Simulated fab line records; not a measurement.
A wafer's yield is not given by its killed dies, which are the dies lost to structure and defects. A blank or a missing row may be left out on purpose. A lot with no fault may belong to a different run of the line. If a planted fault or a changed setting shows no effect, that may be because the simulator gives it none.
Problem report in the 8D (eight disciplines) form, filled by code || flow gf180mcu || the parts of the form that need people (team, actions taken, sign-off) are left out

1. WHAT IS WRONG
stripTimeToEndpointS at GF_M1_STRIP_17 reads a mean of 7.42 s on 3 wafers of 2 lots; wafers without a fault read 7.85 s with a standard deviation of 0.034. Relative to the usual mean, that is a shift of -13 standard deviations.
The step: strips in O2/N2.
Earliest sighting: wafer L903.2 on plasmaAsher-02 at day 25 01:33. At this step, 34 wafers from 12 lots have a number in the record. Rule for "out", or "out of limits": more than 4 standard deviations from the usual mean. All remaining wafers that have a number are taken as sound.

2. WHAT IT IS, AND WHAT IT ISN'T
{"question": "which readings at this step", "is": "stripTimeToEndpointS", "is not": "drypumpMotorCurrentA, heaterPowerW"}
{"question": "which lots", "is": "L903, L904", "is not": "L881, L885, L886, L887, L888, L890, L891, L892, L893, L894"}
{"question": "which wafers of those lots", "is": "L903.2, L904.2, L904.5", "is not": "L903.6"}
{"question": "read on which tools", "is": "plasmaAsher-02, plasmaAsher-04", "is not": "plasmaAsher-01"}
{"question": "when", "is": "from day 25 01:33", "is not": "up to then (31 sound wafers)"}

3. THE SUSPECTS, EACH WITH WHAT RULES IT OUT
Counting: a tool at a process step up to the reading stays a suspect if it ran every lot that is out. Sound lots after the first of them don't rule it out here, since some wafers of a struck lot are sound.
- lithoTrack-03 at GF_M1_COAT_09 (resist thk 1000 nm): kept. Ran every lot that is out, first one L903 (day 24 14:16); last sound lot up to then L892 (day 20 17:25).
Left after counting: lithoTrack-03 at GF_M1_COAT_09.

4. THE CAUSE (what the simulator had put in)
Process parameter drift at GF_M1_COAT_09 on lithoTrack-03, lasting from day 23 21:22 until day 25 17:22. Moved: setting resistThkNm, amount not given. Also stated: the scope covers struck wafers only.
This tool alone remained once counting was done.

5. THE EFFECT CHAIN, in route order
One row per reading whose mean, taken over the struck wafers that have a number, lies over 3 standard deviations from the usual. Only readings whose record carries a usual standard deviation are examined. hours: median over the lots of the time between each lot's start at the first step of this table that gives one and its start at this step. sigmas: the change, counted in usual standard deviations.
{"hours": 0, "step": "GF_M1_STRIP_17", "reading": "oesProductAu", "usual": "0.557 a.u.", "on struck wafers": 0.538, "change": -0.019, "sigmas": -4.0}
{"hours": 0, "step": "GF_M1_STRIP_17", "reading": "stripTimeToEndpointS", "usual": "7.85 s", "on struck wafers": 7.42, "change": -0.43, "sigmas": -13}
Here are the process steps it includes:
- GF_M1_STRIP_17: strips in O2/N2.

6. WHAT WOULD HAVE CAUGHT IT SOONER
First out-of-limits reading in this record: day 25 01:33, which is 28 hours after fault onset at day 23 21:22.
Of the tool readings at GF_M1_COAT_09 for which the record gives a usual standard deviation, none was out on any struck wafer, so an alarm limit of 4 standard deviations on them would not have fired.
Of the lots that are out (2), L904 began GF_M1_COAT_09 on lithoTrack-03 after day 25 01:33. A tool hold placed at that time would have kept it from harm.
